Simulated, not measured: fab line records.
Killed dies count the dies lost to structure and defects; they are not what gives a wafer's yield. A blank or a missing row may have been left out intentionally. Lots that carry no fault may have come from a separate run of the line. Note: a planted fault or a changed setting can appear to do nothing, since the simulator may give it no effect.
Which of the tools did it? ; flow sky130 ; 15 lots with 45 wafers sampled at 5 steps, on a route of 708 steps

== WHAT THE GAUGES READ, wafer by wafer ==
SKY_LDD_LDN_OVL_MEAS_07.
lot;measured;on;LDD_LDN_OVL (nm)
L774;day 22 14:45;overlay-02;2.0 1.8 3.3
L776;day 23 12:45;overlay-01;1.1 -0.5 1.3
L777;day 23 23:23;overlay-01;-1.8 0.4 0.0
L778;day 24 10:24;overlay-02;1.7 1.1 1.4
L780;day 25 05:47;overlay-01;-1.4 -2.1 -1.6
L786;day 27 08:50;overlay-02;-2.5 0.9 -2.2
L787;day 27 16:27;overlay-01;-2.8 1.1 0.1
L789;day 28 00:21;overlay-02;0.0 0.8 1.6
L788;day 28 01:53;overlay-02;2.3 -0.7 1.0
L790;day 28 13:53;overlay-02;1.0 2.9 3.2
L791;day 28 19:00;overlay-02;-1.0 0.3 0.7
L793;day 29 15:14;overlay-02;-0.1 1.2 1.0
L795;day 30 08:09;overlay-02;1.6 0.4 2.0
L796;day 30 15:42;overlay-02;-1.2 -1.3 -2.3
L797;day 30 22:57;overlay-02;2.1 2.3 2.1

SKY_SD_N_RS_MEAS_16: uses a four-point probe to measure.
lot;measured;on;SD_N_RS (ohm/sq)
L774;day 27 16:35;film-metro-01;68.72 68.66 68.74
L776;day 28 14:09;film-metro-01;68.63 68.73 68.59
L777;day 28 23:11;film-metro-02;68.62 68.62 68.47
L778;day 29 09:03;film-metro-02;68.57 68.46 68.53
L780;day 30 03:02;film-metro-01;68.67 68.78 68.70
L786;day 32 03:11;film-metro-04;68.63 68.65 68.77
L787;day 32 11:56;film-metro-04;70.79 70.83 70.69
L789;day 32 16:58;film-metro-02;70.84 70.76 70.82
L788;day 32 21:02;film-metro-04;70.97 70.81 70.58
L790;day 33 08:32;film-metro-04;68.49 68.52 68.53
L791;day 33 17:38;film-metro-02;68.75 68.57 68.55
L793;day 34 08:01;film-metro-01;68.75 68.74 68.62
L795;day 35 00:17;film-metro-01;68.79 68.63 68.57
L796;day 35 06:38;film-metro-04;68.58 68.55 68.67
L797;day 35 13:37;film-metro-04;68.58 68.64 68.45

== TOOL THAT RAN EACH LOT (tool first, then ch and the chambers of the sampled wafers, then the start) ==
lot;SKY_POLY_CUT_ETCH_10;SKY_POLY_CUT_ETCH_11;SKY_SD_N_IMPLANT_10
L774;rie-diel-02 ch 0,2, day 23 23:26;rie-diel-02 ch 0,2, day 23 23:28;implanter-02 ch 0, day 27 16:04
L776;rie-diel-02 ch 0,1,3, day 24 21:43;rie-diel-02 ch 0,1,3, day 24 21:45;implanter-01 ch 0, day 28 13:37
L777;rie-diel-04 ch 0,1, day 25 08:08;rie-diel-04 ch 0,1, day 25 08:10;implanter-02 ch 0, day 28 22:39
L778;rie-diel-03 ch 0,1,2, day 25 17:51;rie-diel-03 ch 0,1,2, day 25 17:53;implanter-03 ch 0, day 29 08:31
L780;rie-diel-04 ch 1,2,3, day 26 13:17;rie-diel-04 ch 1,2,3, day 26 13:19;implanter-02 ch 0, day 30 02:31
L786;rie-diel-02 ch 1,2,3, day 28 15:17;rie-diel-02 ch 1,2,3, day 28 15:19;implanter-02 ch 0, day 32 02:39
L787;rie-diel-04 ch 0,1,2, day 28 23:46;rie-diel-04 ch 0,1,2, day 28 23:48;implanter-02, day 32 11:24
L789;rie-diel-03 ch 1,2, day 29 06:29;rie-diel-03 ch 1,2, day 29 06:31;implanter-03, day 32 16:26
L788;rie-diel-04 ch 0,2,3, day 29 09:54;rie-diel-04 ch 0,2,3, day 29 09:56;implanter-03, day 32 20:30
L790;rie-diel-03 ch 0,1,3, day 29 20:20;rie-diel-03 ch 0,1,3, day 29 20:22;implanter-03 ch 0, day 33 08:00
L791;rie-diel-04 ch 0,1,2, day 30 05:15;rie-diel-04 ch 0,1,2, day 30 05:17;implanter-02 ch 0, day 33 17:06
L793;rie-diel-02 ch 0,3, day 30 22:38;rie-diel-02 ch 0,3, day 30 22:40;implanter-03 ch 0, day 34 07:28
L795;rie-diel-04 ch 0,2,3, day 31 14:37;rie-diel-04 ch 0,2,3, day 31 14:39;implanter-03 ch 0, day 34 23:45
L796;rie-diel-03 ch 1,2,3, day 31 21:47;rie-diel-03 ch 1,2,3, day 31 21:49;implanter-01 ch 0, day 35 06:06
L797;rie-diel-04 ch 1,2,3, day 32 05:26;rie-diel-04 ch 1,2,3, day 32 05:28;implanter-02 ch 0, day 35 12:52
- SKY_POLY_CUT_ETCH_10: etches BARC in N2/H2, stops on SiO2, time 45.9 s, target depth 60 nm.
- SKY_POLY_CUT_ETCH_11: etches Si3N4 in CF4/CH2F2/Ar, stops on poly-Si, time 42.5 s, target depth 60 nm.
- SKY_SD_N_IMPLANT_10

== AS READ BY THE TOOLS THEMSELVES (means over the sampled wafers that have a number; for cases with no such wafer, the mark the record gives instead) ==
SKY_POLY_CUT_ETCH_10.
lot;tool;chamber-pressure-mTorr (mTorr);drypump-motor-current-A (A);oes-product-au (a.u.);throttle-valve-pct (%)
L774;rie-diel-02;30.007;6.1;0.858;13.219
L776;rie-diel-02;30.015;5.7;0.856;13.227
L777;rie-diel-04;29.999;6.2;0.858;13.226
L778;rie-diel-03;29.998;5.8;0.851;13.221
L780;rie-diel-04;30.013;6.3;0.850;13.226
L786;rie-diel-02;29.984;5.7;0.857;13.220
L787;rie-diel-04;30.006;6.1;0.854;13.226
L789;rie-diel-03;30.000;5.7;0.854;13.228
L788;rie-diel-04;30.001;6.4;0.861;13.215
L790;rie-diel-03;29.989;5.8;0.857;13.226
L791;rie-diel-04;29.992;6.1;0.853;13.228
L793;rie-diel-02;30.000;5.9;0.852;13.228
L795;rie-diel-04;30.020;6.3;0.856;13.222
L796;rie-diel-03;29.988;5.6;0.850;13.220
L797;rie-diel-04;29.989;6.2;0.857;13.227

SKY_POLY_CUT_ETCH_11.
lot;tool;ch2f2-flow-sccm (sccm);chamber-pressure-mTorr (mTorr);drypump-motor-current-A (A);oes-product-au (a.u.);throttle-valve-pct (%)
L774;rie-diel-02;19.93;39.99;6.1;0.831;14.985
L776;rie-diel-02;20.07;40.01;5.7;0.819;14.993
L777;rie-diel-04;19.97;40.01;6.2;0.827;14.996
L778;rie-diel-03;20.06;40.02;5.8;0.828;14.989
L780;rie-diel-04;19.98;39.98;6.3;0.829;14.998
L786;rie-diel-02;19.96;39.98;5.7;0.820;14.989
L787;rie-diel-04;20.03;40.03;6.1;0.823;14.987
L789;rie-diel-03;20.02;40.02;5.6;0.836;14.987
L788;rie-diel-04;20.02;40.00;6.3;0.822;14.990
L790;rie-diel-03;20.07;39.95;5.7;0.829;15.001
L791;rie-diel-04;19.97;40.00;6.1;0.830;14.997
L793;rie-diel-02;19.97;39.98;5.9;0.831;14.998
L795;rie-diel-04;19.95;40.01;6.3;0.829;14.995
L796;rie-diel-03;19.99;40.02;5.7;0.827;14.991
L797;rie-diel-04;20.02;39.96;6.2;0.827;14.994

SKY_SD_N_IMPLANT_10.
lot;tool;beam-energy-keV;beam-on-s (s);dose-ions-cm2;tilt-deg (degrees)
L774;implanter-02;19.999;11.6;9.989e+13;0.002
L776;implanter-01;19.991;9.9;9.993e+13;0.005
L777;implanter-02;20.001;11.6;1.000e+14;0.008
L778;implanter-03;19.995;12.5;9.988e+13;-0.020
L780;implanter-02;19.997;11.9;1.000e+14;0.003
L786;implanter-02;20.006;11.9;1.000e+14;-0.011
L787;implanter-02;-;-;-;-
L789;implanter-03;-;-;-;-
L788;implanter-03;-;-;-;-
L790;implanter-03;20.003;12.3;9.999e+13;-0.002
L791;implanter-02;19.999;11.6;1.000e+14;-0.008
L793;implanter-03;20.004;12.4;1.000e+14;-0.017
L795;implanter-03;20.007;12.4;9.998e+13;0.000
L796;implanter-01;20.003;10.1;1.001e+14;0.009
L797;implanter-02;20.000;11.7;1.000e+14;-0.001

== THE ANSWER, worked out from the rows above alone ==
Rule: what is usual is taken from the lots themselves. The widest of any qualifying gaps counts: lots, ordered by their means at a reading, are off when they make up no more than a third of the lots, leave a main group of 4 or more, and stand apart from it by 3 or more times the standard deviation of that group's means. The tables above print the reading to a certain number of digits; a main group whose means all agree to those digits is not used. A lot without any number at a reading at which 4 lots or more have one is off too. The other lots that the step has rows for count as sound. First the gauges in route order, then the tools' own readings, where a lot's mean is used as printed above. The first step at which some lot is off is used, and at that step the reading that is off furthest; a lot without a number counts as furthest.
Off: L787, L789, L788, at SKY_SD_N_RS_MEAS_16 (SD_N_RS). The main group has a mean of 68.63 ohm/sq with a standard deviation of 0.07.
If a tool, at a process step before that reading, ran all the lots that are off and no sound lot after the first of them, it fits. The gauges at SKY_SD_N_RS_MEAS_16 aren't tried: what is off there is off at SKY_SD_N_IMPLANT_10 too, on other tools, and a gauge's error can't cause that. No candidate that was tried fits.

== WHAT HAD BEEN PUT IN BY THE SIMULATOR ==
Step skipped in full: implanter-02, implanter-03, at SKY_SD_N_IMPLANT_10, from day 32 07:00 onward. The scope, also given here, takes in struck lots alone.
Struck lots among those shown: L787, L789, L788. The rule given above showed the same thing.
